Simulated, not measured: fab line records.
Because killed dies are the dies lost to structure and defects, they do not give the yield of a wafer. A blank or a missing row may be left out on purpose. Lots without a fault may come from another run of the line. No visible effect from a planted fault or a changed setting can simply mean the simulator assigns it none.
Which of the tools did it? || flow sfqLine || 14 lots, 42 wafers sampled, at 3 steps of a route of 325

== WHAT THE GAUGES SHOWED, per wafer ==
SFQ_R5_THK_MEAS_934: measures by xrf.
{"lot": "L615", "measured": "day 50 10:21", "on": "filmMetro-01", "R5_MONX_THK (nm)": "40.9 40.7 41.0"}
{"lot": "L616", "measured": "day 51 02:19", "on": "filmMetro-04", "R5_MONX_THK (nm)": "39.0 39.7 39.0"}
{"lot": "L617", "measured": "day 51 10:14", "on": "filmMetro-02", "R5_MONX_THK (nm)": "40.9 40.8 40.6"}
{"lot": "L618", "measured": "day 51 07:13", "on": "filmMetro-01", "R5_MONX_THK (nm)": "41.0 40.5 40.5"}
{"lot": "L621", "measured": "day 55 02:49", "on": "filmMetro-01", "R5_MONX_THK (nm)": "40.0 39.2 39.3"}
{"lot": "L624", "measured": "day 56 06:19", "on": "filmMetro-04", "R5_MONX_THK (nm)": "39.8 39.1 38.9"}
{"lot": "L626", "measured": "day 57 09:19", "on": "filmMetro-04", "R5_MONX_THK (nm)": "39.4 39.5 39.9"}
{"lot": "L627", "measured": "day 58 09:43", "on": "filmMetro-02", "R5_MONX_THK (nm)": "40.0 39.8 39.7"}
{"lot": "L628", "measured": "day 61 20:36", "on": "filmMetro-02", "R5_MONX_THK (nm)": "39.7 40.0 39.6"}
{"lot": "L632", "measured": "day 64 01:56", "on": "filmMetro-01", "R5_MONX_THK (nm)": "40.4 39.6 39.4"}
{"lot": "L633", "measured": "day 64 03:25", "on": "filmMetro-02", "R5_MONX_THK (nm)": "40.4 40.4 40.5"}
{"lot": "L634", "measured": "day 64 04:56", "on": "filmMetro-04", "R5_MONX_THK (nm)": "39.6 40.3 39.9"}
{"lot": "L637", "measured": "day 69 18:03", "on": "filmMetro-01", "R5_MONX_THK (nm)": "39.8 40.0 39.9"}
{"lot": "L638", "measured": "day 69 20:26", "on": "filmMetro-01", "R5_MONX_THK (nm)": "40.5 40.1 39.6"}

== WHAT TOOL EACH LOT RAN ON (gives the tool, then ch and the chambers of the sampled wafers, and finally the start) ==
{"lot": "L615", "SFQ_TRILAYER_L0_VIA_LITHO_PEB_016": "lithoTrack-04 ch 0, day 7 21:59", "SFQ_TRILAYER_R5_DEP_SPUTTER_134": "pvdSputter-03, day 50 10:11"}
{"lot": "L616", "SFQ_TRILAYER_L0_VIA_LITHO_PEB_016": "lithoTrack-04 ch 0, day 8 03:58", "SFQ_TRILAYER_R5_DEP_SPUTTER_134": "pvdSputter-04, day 51 02:10"}
{"lot": "L617", "SFQ_TRILAYER_L0_VIA_LITHO_PEB_016": "lithoTrack-02 ch 0, day 8 17:25", "SFQ_TRILAYER_R5_DEP_SPUTTER_134": "pvdSputter-04, day 51 10:05"}
{"lot": "L618", "SFQ_TRILAYER_L0_VIA_LITHO_PEB_016": "lithoTrack-01 ch 0, day 8 23:07", "SFQ_TRILAYER_R5_DEP_SPUTTER_134": "pvdSputter-03, day 51 07:05"}
{"lot": "L621", "SFQ_TRILAYER_L0_VIA_LITHO_PEB_016": "lithoTrack-01 ch 0, day 9 23:30", "SFQ_TRILAYER_R5_DEP_SPUTTER_134": "pvdSputter-06, day 55 02:41"}
{"lot": "L624", "SFQ_TRILAYER_L0_VIA_LITHO_PEB_016": "lithoTrack-02 ch 0, day 10 19:54", "SFQ_TRILAYER_R5_DEP_SPUTTER_134": "pvdSputter-06, day 56 06:11"}
{"lot": "L626", "SFQ_TRILAYER_L0_VIA_LITHO_PEB_016": "lithoTrack-01 ch 0, day 11 11:37", "SFQ_TRILAYER_R5_DEP_SPUTTER_134": "pvdSputter-04, day 57 09:11"}
{"lot": "L627", "SFQ_TRILAYER_L0_VIA_LITHO_PEB_016": "lithoTrack-02, day 11 15:16", "SFQ_TRILAYER_R5_DEP_SPUTTER_134": "pvdSputter-06, day 58 09:33"}
{"lot": "L628", "SFQ_TRILAYER_L0_VIA_LITHO_PEB_016": "lithoTrack-02, day 11 21:15", "SFQ_TRILAYER_R5_DEP_SPUTTER_134": "pvdSputter-04, day 61 20:27"}
{"lot": "L632", "SFQ_TRILAYER_L0_VIA_LITHO_PEB_016": "lithoTrack-02 ch 0, day 13 06:49", "SFQ_TRILAYER_R5_DEP_SPUTTER_134": "pvdSputter-03, day 64 01:47"}
{"lot": "L633", "SFQ_TRILAYER_L0_VIA_LITHO_PEB_016": "lithoTrack-02 ch 0, day 13 12:49", "SFQ_TRILAYER_R5_DEP_SPUTTER_134": "pvdSputter-04, day 64 03:17"}
{"lot": "L634", "SFQ_TRILAYER_L0_VIA_LITHO_PEB_016": "lithoTrack-04 ch 0, day 13 20:03", "SFQ_TRILAYER_R5_DEP_SPUTTER_134": "pvdSputter-06, day 64 04:47"}
{"lot": "L637", "SFQ_TRILAYER_L0_VIA_LITHO_PEB_016": "lithoTrack-02 ch 0, day 14 16:17", "SFQ_TRILAYER_R5_DEP_SPUTTER_134": "pvdSputter-06, day 69 17:53"}
{"lot": "L638", "SFQ_TRILAYER_L0_VIA_LITHO_PEB_016": "lithoTrack-02 ch 0, day 14 22:38", "SFQ_TRILAYER_R5_DEP_SPUTTER_134": "pvdSputter-03, day 69 20:17"}
- SFQ_TRILAYER_L0_VIA_LITHO_PEB_016: peb time 60 s.
- SFQ_TRILAYER_R5_DEP_SPUTTER_134: material Ti, target thk 5 nm, time 5 s.

== WHAT THE TOOLS THEMSELVES READ (means of the sampled wafers that have a number; where no wafer has one, the mark that the record gives instead) ==
SFQ_TRILAYER_L0_VIA_LITHO_PEB_016.
{"lot": "L615", "tool": "lithoTrack-04", "chillPlateTempC (C)": 23.08, "exhaustPa (Pa)": 44.0}
{"lot": "L616", "tool": "lithoTrack-04", "chillPlateTempC (C)": 22.86, "exhaustPa (Pa)": 44.4}
{"lot": "L617", "tool": "lithoTrack-02", "chillPlateTempC (C)": 23.06, "exhaustPa (Pa)": 43.5}
{"lot": "L618", "tool": "lithoTrack-01", "chillPlateTempC (C)": 23.02, "exhaustPa (Pa)": 44.3}
{"lot": "L621", "tool": "lithoTrack-01", "chillPlateTempC (C)": 23.01, "exhaustPa (Pa)": 45.1}
{"lot": "L624", "tool": "lithoTrack-02", "chillPlateTempC (C)": 23.17, "exhaustPa (Pa)": 43.6}
{"lot": "L626", "tool": "lithoTrack-01", "chillPlateTempC (C)": 22.88, "exhaustPa (Pa)": 45.3}
{"lot": "L627", "tool": "lithoTrack-02", "chillPlateTempC (C)": "-", "exhaustPa (Pa)": "-"}
{"lot": "L628", "tool": "lithoTrack-02", "chillPlateTempC (C)": "-", "exhaustPa (Pa)": "-"}
{"lot": "L632", "tool": "lithoTrack-02", "chillPlateTempC (C)": 23.15, "exhaustPa (Pa)": 44.6}
{"lot": "L633", "tool": "lithoTrack-02", "chillPlateTempC (C)": 22.96, "exhaustPa (Pa)": 44.9}
{"lot": "L634", "tool": "lithoTrack-04", "chillPlateTempC (C)": 23.04, "exhaustPa (Pa)": 46.3}
{"lot": "L637", "tool": "lithoTrack-02", "chillPlateTempC (C)": 23.03, "exhaustPa (Pa)": 45.0}
{"lot": "L638", "tool": "lithoTrack-02", "chillPlateTempC (C)": 22.80, "exhaustPa (Pa)": 45.3}

SFQ_TRILAYER_R5_DEP_SPUTTER_134.
{"lot": "L615", "tool": "pvdSputter-03", "chamberPressurePa (Pa)": 0.4002, "throttleValvePct (%)": 30.2}
{"lot": "L616", "tool": "pvdSputter-04", "chamberPressurePa (Pa)": 0.3990, "throttleValvePct (%)": 29.0}
{"lot": "L617", "tool": "pvdSputter-04", "chamberPressurePa (Pa)": 0.3997, "throttleValvePct (%)": 29.7}
{"lot": "L618", "tool": "pvdSputter-03", "chamberPressurePa (Pa)": 0.3990, "throttleValvePct (%)": 30.1}
{"lot": "L621", "tool": "pvdSputter-06", "chamberPressurePa (Pa)": 0.4007, "throttleValvePct (%)": 30.0}
{"lot": "L624", "tool": "pvdSputter-06", "chamberPressurePa (Pa)": 0.4001, "throttleValvePct (%)": 29.9}
{"lot": "L626", "tool": "pvdSputter-04", "chamberPressurePa (Pa)": 0.3994, "throttleValvePct (%)": 29.7}
{"lot": "L627", "tool": "pvdSputter-06", "chamberPressurePa (Pa)": 0.3998, "throttleValvePct (%)": 30.2}
{"lot": "L628", "tool": "pvdSputter-04", "chamberPressurePa (Pa)": 0.3999, "throttleValvePct (%)": 29.7}
{"lot": "L632", "tool": "pvdSputter-03", "chamberPressurePa (Pa)": 0.4006, "throttleValvePct (%)": 29.8}
{"lot": "L633", "tool": "pvdSputter-04", "chamberPressurePa (Pa)": 0.3996, "throttleValvePct (%)": 29.7}
{"lot": "L634", "tool": "pvdSputter-06", "chamberPressurePa (Pa)": 0.3992, "throttleValvePct (%)": 29.8}
{"lot": "L637", "tool": "pvdSputter-06", "chamberPressurePa (Pa)": 0.3999, "throttleValvePct (%)": 29.1}
{"lot": "L638", "tool": "pvdSputter-03", "chamberPressurePa (Pa)": 0.3992, "throttleValvePct (%)": 30.1}

== THE ANSWER, worked out from the rows above alone ==
Rule: the lots themselves supply what counts as usual. Put in order of their means at a reading, lots are off if they are a third of the lots or fewer, leave a main group of 4 or more, and stand apart from it by a gap of 3 or more times the standard deviation of the main group's means; of several such gaps the widest counts. If all means in a main group match to the digits the tables above print for the reading, that group is not used. A lot without any number at a reading at which 4 lots or more have one is off too. All remaining lots with rows at the step are treated as sound. Order of review: gauges by route order, followed by the tools' own readings, for which a lot's mean as printed above is used. At the first step where some lot is off, the reading lying furthest off is the one used; lots without a number count as furthest.
Off: L627, L628 (SFQ_TRILAYER_L0_VIA_LITHO_PEB_016, chillPlateTempC). Without a number there: L627, L628. The main group: mean 23.00 C, standard deviation 0.11.
If a tool, at that step or one of the process steps before it, ran each lot that is off and ran no sound lot following the first of them, it fits. Of those tried, none fits.

== WHAT THE SIMULATOR HAD PUT IN ==
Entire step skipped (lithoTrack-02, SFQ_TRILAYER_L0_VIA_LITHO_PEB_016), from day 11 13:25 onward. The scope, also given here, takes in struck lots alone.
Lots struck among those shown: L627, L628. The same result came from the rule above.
